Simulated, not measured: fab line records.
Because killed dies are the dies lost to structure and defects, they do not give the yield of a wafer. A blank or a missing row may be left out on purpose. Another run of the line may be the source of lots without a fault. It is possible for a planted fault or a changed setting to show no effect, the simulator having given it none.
A single fault, viewed from 2 desks :: flow sky130 :: each desk has only its own numbers; what lay behind them comes last

## METROLOGY DESK
Lot by lot, what the gauges showed, no matter which tool ran the lot: averages of those sampled wafers that carry a number. If a lot's mean is further than 4 standard deviations from the usual mean, the lot is out of limits and carries the mark OUT (the distance appears in the brackets).
Columns: A = VIA4_W_THK at SKY_VIA4_THK_MEAS_20, usual 514 nm
lot: L692
first seen here: day 43 22:59
A: 517

lot: L694
first seen here: day 44 01:39
A: 507

lot: L693
first seen here: day 44 02:55
A: 512

lot: L695
first seen here: day 44 04:37
A: 513

lot: L699
first seen here: day 45 09:11
A: 514

lot: L700
first seen here: day 45 12:11
A: 503

lot: L702
first seen here: day 45 20:03
A: 524

lot: L706
first seen here: day 47 05:11
A: 526

lot: L707
first seen here: day 47 11:15
A: 517

lot: L709
first seen here: day 47 23:31
A: 506

lot: L713
first seen here: day 49 05:57
A: 530

lot: L712
first seen here: day 49 09:09
A: 506
Result from this desk: across the 12 lots, nothing is out of limits.

## DESK OF THE TOOL OWNER: rie_diel-04
The tool's own readings at SKY_PASSIVATION_ETCH_11 (etches the open film in CF4/O2, stops on AlCu, target depth 725 nm, time 161.1 s): means of the sampled wafers that have a number, for each lot that ran on this tool. If a lot's mean is further than 4 standard deviations from the usual mean, the lot is out of limits and carries the mark OUT (the distance appears in the brackets).
Columns: A = O2_flow_sccm at SKY_PASSIVATION_ETCH_11, usual 10.00 sccm; B = drypump_motor_current_A at SKY_PASSIVATION_ETCH_11, usual 5.7 A; C = oes_product_au at SKY_PASSIVATION_ETCH_11, usual 0.977 a.u.; D = throttle_valve_pct at SKY_PASSIVATION_ETCH_11, usual 5.964 %
lot: L695
first seen here: day 46 00:49
A: 10.04
B: 5.3
C: 0.967
D: 5.959

lot: L700
first seen here: day 47 07:20
A: 10.01
B: 5.8
C: 0.977
D: 5.953

lot: L702
first seen here: day 47 14:23
A: 10.00
B: 6.1
C: 0.977
D: 5.959
Result from this desk: across the 3 lots, nothing is out of limits.

## TAKEN TOGETHER
At the metrology desk, nothing out of limits was observed.
Nothing out of limits was seen by the tool owner's desk.

## WHAT THE SIMULATOR PUT IN
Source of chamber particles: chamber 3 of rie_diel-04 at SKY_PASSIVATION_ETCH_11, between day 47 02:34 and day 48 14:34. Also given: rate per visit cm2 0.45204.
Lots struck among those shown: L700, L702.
